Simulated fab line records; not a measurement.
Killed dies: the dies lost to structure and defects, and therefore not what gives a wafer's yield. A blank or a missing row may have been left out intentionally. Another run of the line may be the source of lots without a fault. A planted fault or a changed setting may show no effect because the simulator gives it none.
Which tool did it? :: flow sky130 :: route of 708 steps, sampled at 1 step: 11 lots, 33 wafers

## WHAT THE GAUGES READ, wafer by wafer
SKY_GATE_OXIDE_TW_MEAS_14.
lot: L239
measured: day 14 03:54
on: film-metro-04
GATE_OXIDE_TW: 224.9 224.8 223.8

lot: L240
measured: day 14 12:32
on: film-metro-02
GATE_OXIDE_TW: 221.4 221.6 221.5

lot: L243
measured: day 15 08:43
on: film-metro-04
GATE_OXIDE_TW: 224.7 224.7 224.9

lot: L249
measured: day 17 16:32
on: film-metro-01
GATE_OXIDE_TW: 220.4 220.2 221.3

lot: L250
measured: day 17 23:57
on: film-metro-02
GATE_OXIDE_TW: 221.8 221.0 222.2

lot: L252
measured: day 18 21:38
on: film-metro-04
GATE_OXIDE_TW: 226.5 225.8 225.4

lot: L254
measured: day 19 04:20
on: film-metro-02
GATE_OXIDE_TW: 222.3 222.3 221.5

lot: L255
measured: day 19 23:24
on: film-metro-01
GATE_OXIDE_TW: 220.9 221.0 221.7

lot: L259
measured: day 21 00:21
on: film-metro-02
GATE_OXIDE_TW: 220.8 221.5 222.9

lot: L261
measured: day 21 16:00
on: film-metro-04
GATE_OXIDE_TW: 226.5 226.0 225.7

lot: L262
measured: day 21 20:14
on: film-metro-02
GATE_OXIDE_TW: 221.8 220.7 222.7

## WHICH TOOL RAN EACH LOT (tool, then ch and the chambers of the sampled wafers, then the start)
The record shows no process step preceding these readings.

## THE ANSWER, worked out from the rows above alone
Rule: the usual values come from the lots themselves. The widest of any qualifying gaps counts: lots, ordered by their means at a reading, are off when they make up no more than a third of the lots, leave a main group of 4 or more, and stand apart from it by 3 or more times the standard deviation of that group's means. A main group whose means are all the same, to the digits that the tables above print for the reading, isn't used. Also off: a lot with no number at a reading for which 4 or more lots have one. Any other lot the step has rows for is counted as sound.
No lot is off on any of the readings shown, so nothing can be concluded from this.

## WHAT HAD BEEN PUT IN BY THE SIMULATOR
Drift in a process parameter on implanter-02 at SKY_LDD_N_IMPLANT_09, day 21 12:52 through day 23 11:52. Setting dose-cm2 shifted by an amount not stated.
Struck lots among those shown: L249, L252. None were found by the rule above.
